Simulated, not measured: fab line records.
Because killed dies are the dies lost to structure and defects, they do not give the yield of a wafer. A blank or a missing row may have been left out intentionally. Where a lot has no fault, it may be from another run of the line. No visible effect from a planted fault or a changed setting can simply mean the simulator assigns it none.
A struck lot beside a sound one + flow sky130 + 15 out of 708 route steps
Sound: the wafers L578.4, L578.5, L578.6. Struck: wafer L599.4. (L599.2, L599.3 of the same lot were not struck and are left out.) The cause comes at the end.
Order at every step that has rows: each side's tool, ch and its chambers, its first start. Under that, the readings that differ: sound wafers + struck wafers + difference of the means + sigmas: that difference in standard deviations of wafers without a fault.
alike: readings with means less than 2 such deviations apart, plus words and numbers identical on both sides. not compared: withheld readings, readings lacking a value on some wafer, bounds such as >300 that could conceal the same value, and numbers that have no deviation in the record and whose values overlap.
The two part at a step that has a row with sigmas, a row that says differs or no value, or rows on one side only. Non-overlapping numbers with no deviation appear without sigmas and do not part them. A reading missing from all wafers of one side parts the sides only when that side holds two or more wafers.

SKY_VIA3_ETCH_14: etches BARC in N2/H2, stops on SiO2, time 45.9 s, target depth 60 nm.
  sound on rieDiel-03 ch 2,3, day 39 13:27; struck on rieDiel-03 ch 2, day 45 04:15
  alike: drypumpMotorCurrentA, oesProductAu, throttleValvePct
  not compared: rfHoursCounterH
then, 5 steps without rows for these wafers: SKY_VIA3_ETCH_15 (etches SiO2 in C4F8/O2/Ar, stops on TiN, target depth 507 nm, time 78 s); SKY_VIA3_STRIP_16 (strips in O2/N2); SKY_VIA3_STRIP_17 (strips in post etch residue remover, time 1200 s); SKY_VIA3_CLEAN_18 (cleans in IPA, time 180 s); SKY_VIA3_CLEAN_19 (cleans in O3/DIW).
SKY_VIA3_SPUTTER_20: material TiN, target thk 20 nm, time 80 s.
  sound on pvdSputter-01, day 39 14:08; struck on pvdSputter-04, day 45 04:57
  alike: throttleValvePct
then, 1 step without rows for these wafers: SKY_VIA3_CVD_21 (deposits W, target thk 390 nm, time 117.31 s).
SKY_VIA3_RS_MEAS_22: the measuring method here is four-point-probe.
  sound on filmMetro-01, day 39 14:23; struck on filmMetro-01, day 45 05:09
  alike: VIA3_W_RS
SKY_VIA3_THK_MEAS_23: measures by xrf.
  sound on filmMetro-01, day 39 14:28; struck on filmMetro-01, day 45 05:16
  alike: VIA3_W_THK
SKY_VIA3_CMP_24: polishes, stops on SiO2, t overpolish 20 s, target thk 0 nm.
  sound on cmp-02 ch 2,3, day 39 14:30; struck on cmp-01 ch 0, day 45 05:19
  alike: motorCurrentA, overpolishRunS, timeToEndpointS
SKY_METAL4_SPUTTER_00: material Ti, target thk 15 nm, time 10 s.
  sound on pvdSputter-02, day 39 14:48; struck on pvdSputter-02, day 45 05:37
  alike: throttleValvePct
SKY_METAL4_SPUTTER_01: material TiN, target thk 20 nm, time 16.7 s.
  sound on pvdSputter-02, day 39 14:50; struck on pvdSputter-02, day 45 05:38
| reading                                   | sound             | struck | difference | sigmas |
|-------------------------------------------|-------------------|--------|------------|--------|
| model.TiN_of_METAL4_SPUTTER_01.thkNm (nm) | 19.85 19.74 19.87 | 25.5   | +5.7       |        |
  alike: throttleValvePct
SKY_METAL4_SPUTTER_02: material AlCu, target thk 735 nm, time 39.1 s.
  sound on pvdSputter-02, day 39 14:51; struck on pvdSputter-02, day 45 05:40
  alike: throttleValvePct
-- the record jumps here: 5 days lie between the struck wafers' starts before and after (it left off in module METAL4 and takes up again in module PAD_OPEN, whose first step shown is number 708 of the route) --
SKY_PAD_OPEN_PROBE_99:
  sound on prober-02, day 45 16:44; struck on prober-01, day 50 08:32
  alike: defectLimitedYield, killed_at_M0_to_M3, killed_at_M4_up, killedAtContacts, killedAtFrontEnd, killedAtOther, killedDies, killedOpen, killedShort, sort_bin_3_pad_short, sort_bin_5_function, sort_bin_6_memory, sortNPass, sortYieldPct

== WHERE THEY PART ==
Nowhere in this record.

WHY: what had been put in by the simulator
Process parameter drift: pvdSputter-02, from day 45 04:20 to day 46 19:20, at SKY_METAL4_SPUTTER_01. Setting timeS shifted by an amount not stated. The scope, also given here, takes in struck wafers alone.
